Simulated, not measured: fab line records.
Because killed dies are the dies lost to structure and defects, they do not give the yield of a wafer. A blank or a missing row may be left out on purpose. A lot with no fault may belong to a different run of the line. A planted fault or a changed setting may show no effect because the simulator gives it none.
Which of the tools did it? / flow gf180mcu / 13 lots, 37 wafers sampled, at 6 steps of a route of 602

## WHAT THE GAUGES SHOWED, per wafer
GF_DNWELL_TW_MEAS_09. Usual: DNWELL_TW gives 1361 (standard deviation 9.9).
lot=L238; measured=day 2 19:47; on=film-metro-02; DNWELL_TW=1351 1351 1357; flag=
lot=L240; measured=day 3 04:49; on=film-metro-02; DNWELL_TW=1364 1368 1367; flag=
lot=L241; measured=day 3 10:36; on=film-metro-04; DNWELL_TW=1383 1375 1381; flag=
lot=L243; measured=day 3 21:04; on=film-metro-02; DNWELL_TW=1360 1362 1364; flag=
lot=L245; measured=day 4 07:40; on=film-metro-04; DNWELL_TW=1361 1365 1367; flag=
lot=L246; measured=day 4 12:43; on=film-metro-02; DNWELL_TW=1359 1363 1361; flag=
lot=L247; measured=day 4 16:40; on=film-metro-03; DNWELL_TW=1339 1340 1339; flag=
lot=L248; measured=day 5 00:07; on=film-metro-03; DNWELL_TW=1342 1335 1335; flag=
lot=L250; measured=day 5 09:31; on=film-metro-02; DNWELL_TW=1360 1354; flag=
lot=L253; measured=day 6 01:31; on=film-metro-02; DNWELL_TW=1355 1354; flag=
lot=L258; measured=day 7 11:41; on=film-metro-02; DNWELL_TW=1352 1359 1350; flag=
lot=L260; measured=day 7 18:51; on=film-metro-02; DNWELL_TW=1357 1352 1362; flag=
lot=L261; measured=day 8 02:22; on=film-metro-04; DNWELL_TW=1367 1364 1373; flag=

GF_NWELL_OVL_MEAS_07. Usual: NWELL_OVL gives -1.1 nm (standard deviation 1.4).
lot=L238; measured=day 3 08:28; on=overlay-02; NWELL_OVL (nm)=-1.7 -0.6 -1.4; flag=
lot=L240; measured=day 3 17:40; on=overlay-01; NWELL_OVL (nm)=-0.7 -0.6 -1.2; flag=
lot=L241; measured=day 3 23:18; on=overlay-02; NWELL_OVL (nm)=-1.2 -0.7 -2.9; flag=
lot=L243; measured=day 4 10:32; on=overlay-01; NWELL_OVL (nm)=-0.8 0.1 -0.4; flag=
lot=L245; measured=day 4 21:00; on=overlay-01; NWELL_OVL (nm)=-2.8 -2.0 -1.7; flag=
lot=L246; measured=day 5 02:23; on=overlay-01; NWELL_OVL (nm)=-1.3 -1.4 -1.5; flag=
lot=L247; measured=day 5 07:00; on=overlay-02; NWELL_OVL (nm)=-0.4 -1.5 -3.5; flag=
lot=L248; measured=day 5 14:24; on=overlay-02; NWELL_OVL (nm)=-1.4 -1.4 -2.0; flag=
lot=L250; measured=day 5 23:53; on=overlay-01; NWELL_OVL (nm)=-2.4 -3.0; flag=
lot=L253; measured=day 6 15:47; on=overlay-01; NWELL_OVL (nm)=-1.5 -1.0; flag=
lot=L258; measured=day 8 03:09; on=overlay-01; NWELL_OVL (nm)=-0.1 -0.6 -0.5; flag=
lot=L260; measured=day 8 10:48; on=overlay-01; NWELL_OVL (nm)=0.1 -2.2 0.4; flag=
lot=L261; measured=day 8 18:43; on=overlay-02; NWELL_OVL (nm)=-0.7 0.6 -0.2; flag=

GF_NWELL_TW_MEAS_11. Usual: NWELL_TW gives 1592 (standard deviation 9.2).
lot=L238; measured=day 3 08:54; on=film-metro-04; NWELL_TW=1608 1604 1608; flag=
lot=L240; measured=day 3 18:07; on=film-metro-04; NWELL_TW=1607 1609 1612; flag=
lot=L241; measured=day 3 23:44; on=film-metro-01; NWELL_TW=1585 1583 1583; flag=
lot=L243; measured=day 4 10:59; on=film-metro-02; NWELL_TW=1576 1587 1590; flag=
lot=L245; measured=day 4 21:26; on=film-metro-02; NWELL_TW=1588 1586 1592; flag=
lot=L246; measured=day 5 02:50; on=film-metro-04; NWELL_TW=1598 1601 1603; flag=
lot=L247; measured=day 5 07:26; on=film-metro-01; NWELL_TW=1598 1600 1593; flag=
lot=L248; measured=day 5 14:50; on=film-metro-02; NWELL_TW=1583 1583 1585; flag=
lot=L250; measured=day 6 00:19; on=film-metro-02; NWELL_TW=1593 1466; flag=OFF
lot=L253; measured=day 6 16:18; on=film-metro-04; NWELL_TW=1590 1475; flag=OFF
lot=L258; measured=day 8 03:35; on=film-metro-04; NWELL_TW=1599 1593 1596; flag=
lot=L260; measured=day 8 11:14; on=film-metro-01; NWELL_TW=1597 1600 1589; flag=
lot=L261; measured=day 8 19:09; on=film-metro-02; NWELL_TW=1580 1584 1588; flag=

GF_VT_IMPLANT_RS_MEAS_47: measures by four-point-probe. Usual: NWELL_RS gives 487.2 ohm/sq (standard deviation 1.2).
lot=L238; measured=day 7 13:33; on=film-metro-01; NWELL_RS (ohm/sq)=488.3 487.7 487.7; flag=
lot=L240; measured=day 8 01:32; on=film-metro-01; NWELL_RS (ohm/sq)=489.6 488.3 487.4; flag=
lot=L241; measured=day 8 08:38; on=film-metro-04; NWELL_RS (ohm/sq)=487.9 487.2 486.7; flag=
lot=L243; measured=day 8 21:49; on=film-metro-01; NWELL_RS (ohm/sq)=488.4 489.7 487.6; flag=
lot=L245; measured=day 9 10:11; on=film-metro-01; NWELL_RS (ohm/sq)=486.5 485.5 486.4; flag=
lot=L246; measured=day 9 17:13; on=film-metro-04; NWELL_RS (ohm/sq)=487.3 486.9 487.0; flag=
lot=L247; measured=day 9 21:59; on=film-metro-02; NWELL_RS (ohm/sq)=487.6 487.5 486.0; flag=
lot=L248; measured=day 10 08:58; on=film-metro-04; NWELL_RS (ohm/sq)=485.5 488.5 487.8; flag=
lot=L250; measured=day 10 19:19; on=film-metro-02; NWELL_RS (ohm/sq)=487.3 566.7; flag=OFF
lot=L253; measured=day 11 17:28; on=film-metro-02; NWELL_RS (ohm/sq)=485.4 565.7; flag=OFF
lot=L258; measured=day 13 13:47; on=film-metro-01; NWELL_RS (ohm/sq)=485.6 488.3 488.2; flag=
lot=L260; measured=day 13 22:38; on=film-metro-01; NWELL_RS (ohm/sq)=487.4 488.0 489.6; flag=
lot=L261; measured=day 14 07:06; on=film-metro-04; NWELL_RS (ohm/sq)=486.3 487.7 486.3; flag=

## EACH LOT AND THE TOOL THAT RAN IT (in order: tool; ch and the chambers of the sampled wafers; start)
lot=L238; GF_NWELL_IMPLANT_08=implanter-03 ch 0, day 3 08:32; GF_MVSD_STRIP_10=plasma-asher-04 ch 0,1, day 4 11:46
lot=L240; GF_NWELL_IMPLANT_08=implanter-02 ch 0, day 3 17:44; GF_MVSD_STRIP_10=plasma-asher-04 ch 0, day 4 20:59
lot=L241; GF_NWELL_IMPLANT_08=implanter-03 ch 0, day 3 23:21; GF_MVSD_STRIP_10=plasma-asher-03 ch 0,1, day 5 03:41
lot=L243; GF_NWELL_IMPLANT_08=implanter-04 ch 0, day 4 10:35; GF_MVSD_STRIP_10=plasma-asher-04 ch 0,1, day 5 15:05
lot=L245; GF_NWELL_IMPLANT_08=implanter-02 ch 0, day 4 21:03; GF_MVSD_STRIP_10=plasma-asher-02 ch 0,1, day 6 02:05
lot=L246; GF_NWELL_IMPLANT_08=implanter-04 ch 0, day 5 02:26; GF_MVSD_STRIP_10=plasma-asher-03 ch 0,1, day 6 09:02
lot=L247; GF_NWELL_IMPLANT_08=implanter-03 ch 0, day 5 07:04; GF_MVSD_STRIP_10=plasma-asher-02 ch 0,1, day 6 12:47
lot=L248; GF_NWELL_IMPLANT_08=implanter-04 ch 0, day 5 14:26; GF_MVSD_STRIP_10=plasma-asher-03 ch 0,1, day 6 20:47
lot=L250; GF_NWELL_IMPLANT_08=implanter-03 ch 0, day 5 23:57; GF_MVSD_STRIP_10=plasma-asher-03 ch 0,1, day 7 06:10
lot=L253; GF_NWELL_IMPLANT_08=implanter-03 ch 0, day 6 15:56; GF_MVSD_STRIP_10=plasma-asher-02 ch 0,1, day 7 23:58
lot=L258; GF_NWELL_IMPLANT_08=implanter-02 ch 0, day 8 03:13; GF_MVSD_STRIP_10=plasma-asher-04 ch 0,1, day 9 13:38
lot=L260; GF_NWELL_IMPLANT_08=implanter-02 ch 0, day 8 10:50; GF_MVSD_STRIP_10=plasma-asher-02 ch 0,1, day 9 22:20
lot=L261; GF_NWELL_IMPLANT_08=implanter-02 ch 0, day 8 18:47; GF_MVSD_STRIP_10=plasma-asher-02 ch 0,1, day 10 06:16
- GF_NWELL_IMPLANT_08
- GF_MVSD_STRIP_10: strips in O2/N2.

## WHAT THE TOOLS THEMSELVES READ (means of the sampled wafers that have a number; where no wafer has one, the mark that the record gives instead)
GF_NWELL_IMPLANT_08. Usual: tilt-deg 0.002 degrees, standard deviation 0.019.
lot=L238; tool=implanter-03; tilt-deg (degrees)=-0.009; flag=
lot=L240; tool=implanter-02; tilt-deg (degrees)=-0.016; flag=
lot=L241; tool=implanter-03; tilt-deg (degrees)=-0.001; flag=
lot=L243; tool=implanter-04; tilt-deg (degrees)=0.009; flag=
lot=L245; tool=implanter-02; tilt-deg (degrees)=0.020; flag=
lot=L246; tool=implanter-04; tilt-deg (degrees)=0.016; flag=
lot=L247; tool=implanter-03; tilt-deg (degrees)=0.021; flag=
lot=L248; tool=implanter-04; tilt-deg (degrees)=0.008; flag=
lot=L250; tool=implanter-03; tilt-deg (degrees)=-0.015; flag=
lot=L253; tool=implanter-03; tilt-deg (degrees)=0.005; flag=
lot=L258; tool=implanter-02; tilt-deg (degrees)=-0.000; flag=
lot=L260; tool=implanter-02; tilt-deg (degrees)=0.021; flag=
lot=L261; tool=implanter-02; tilt-deg (degrees)=-0.004; flag=

GF_MVSD_STRIP_10. Usual: drypump-motor-current-A 6.1 A, standard deviation 0.5; heater-power-w 338 W, standard deviation 18; n2-flow-sccm 299.9 sccm, standard deviation 0.93; o2-flow-sccm 3002 sccm, standard deviation 9.1; oes-product-au 0.722 a.u., standard deviation 0.0045; strip-time-to-endpoint-s 36.97 s, standard deviation 0.098.
lot=L238; tool=plasma-asher-04; drypump-motor-current-A (A)=6.0; heater-power-w (W)=352; n2-flow-sccm (sccm)=300.3; o2-flow-sccm (sccm)=2996; oes-product-au (a.u.)=0.722; strip-time-to-endpoint-s (s)=36.84; flag=
lot=L240; tool=plasma-asher-04; drypump-motor-current-A (A)=5.5; heater-power-w (W)=334; n2-flow-sccm (sccm)=300.0; o2-flow-sccm (sccm)=2993; oes-product-au (a.u.)=0.723; strip-time-to-endpoint-s (s)=36.97; flag=
lot=L241; tool=plasma-asher-03; drypump-motor-current-A (A)=5.7; heater-power-w (W)=322; n2-flow-sccm (sccm)=300.2; o2-flow-sccm (sccm)=2995; oes-product-au (a.u.)=0.721; strip-time-to-endpoint-s (s)=37.06; flag=
lot=L243; tool=plasma-asher-04; drypump-motor-current-A (A)=6.0; heater-power-w (W)=352; n2-flow-sccm (sccm)=299.6; o2-flow-sccm (sccm)=3000; oes-product-au (a.u.)=0.722; strip-time-to-endpoint-s (s)=36.91; flag=
lot=L245; tool=plasma-asher-02; drypump-motor-current-A (A)=6.4; heater-power-w (W)=340; n2-flow-sccm (sccm)=299.2; o2-flow-sccm (sccm)=3009; oes-product-au (a.u.)=0.726; strip-time-to-endpoint-s (s)=37.01; flag=
lot=L246; tool=plasma-asher-03; drypump-motor-current-A (A)=6.0; heater-power-w (W)=329; n2-flow-sccm (sccm)=300.5; o2-flow-sccm (sccm)=3006; oes-product-au (a.u.)=0.721; strip-time-to-endpoint-s (s)=37.08; flag=
lot=L247; tool=plasma-asher-02; drypump-motor-current-A (A)=6.4; heater-power-w (W)=343; n2-flow-sccm (sccm)=300.0; o2-flow-sccm (sccm)=3012; oes-product-au (a.u.)=0.721; strip-time-to-endpoint-s (s)=37.08; flag=
lot=L248; tool=plasma-asher-03; drypump-motor-current-A (A)=6.1; heater-power-w (W)=329; n2-flow-sccm (sccm)=300.0; o2-flow-sccm (sccm)=3005; oes-product-au (a.u.)=0.724; strip-time-to-endpoint-s (s)=37.02; flag=
lot=L250; tool=plasma-asher-03; drypump-motor-current-A (A)=5.8; heater-power-w (W)=338; n2-flow-sccm (sccm)=300.7; o2-flow-sccm (sccm)=2993; oes-product-au (a.u.)=0.722; strip-time-to-endpoint-s (s)=37.00; flag=
lot=L253; tool=plasma-asher-02; drypump-motor-current-A (A)=6.5; heater-power-w (W)=332; n2-flow-sccm (sccm)=300.4; o2-flow-sccm (sccm)=3008; oes-product-au (a.u.)=0.718; strip-time-to-endpoint-s (s)=37.10; flag=
lot=L258; tool=plasma-asher-04; drypump-motor-current-A (A)=5.7; heater-power-w (W)=349; n2-flow-sccm (sccm)=300.6; o2-flow-sccm (sccm)=3001; oes-product-au (a.u.)=0.727; strip-time-to-endpoint-s (s)=37.11; flag=
lot=L260; tool=plasma-asher-02; drypump-motor-current-A (A)=6.6; heater-power-w (W)=332; n2-flow-sccm (sccm)=300.5; o2-flow-sccm (sccm)=3010; oes-product-au (a.u.)=0.724; strip-time-to-endpoint-s (s)=36.82; flag=
lot=L261; tool=plasma-asher-02; drypump-motor-current-A (A)=6.5; heater-power-w (W)=347; n2-flow-sccm (sccm)=299.2; o2-flow-sccm (sccm)=2999; oes-product-au (a.u.)=0.725; strip-time-to-endpoint-s (s)=37.05; flag=

## THE ANSWER, worked out from the rows above alone
Rule: a lot is off if the mean of its wafers that have a number lies more than 3 standard deviations from the usual mean. Also off: a lot with no number at a reading for which 4 or more lots have one. All remaining lots with rows at the step are treated as sound. The gauges are gone through in route order, then the tools' own readings, and for those a lot's mean is taken as printed above. At the first step where some lot is off, the reading lying furthest off is the one used; lots without a number count as furthest.
Off: L250, L253, at GF_NWELL_TW_MEAS_11 (NWELL_TW).
If a tool, at a process step before that reading, ran all the lots that are off and no sound lot after the first of them, it fits. Gauges at GF_NWELL_TW_MEAS_11: tried the same way as those tools. One candidate fits, namely implanter-03 at GF_NWELL_IMPLANT_08. Its last sound lot is L247 (day 5 07:04), its first lot that is off L250 (day 5 23:57): a fault that began between those two fits.

## WHAT THE SIMULATOR PUT IN
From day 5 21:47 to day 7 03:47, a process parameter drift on implanter-03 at GF_NWELL_IMPLANT_08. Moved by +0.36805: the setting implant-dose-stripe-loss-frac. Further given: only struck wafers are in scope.
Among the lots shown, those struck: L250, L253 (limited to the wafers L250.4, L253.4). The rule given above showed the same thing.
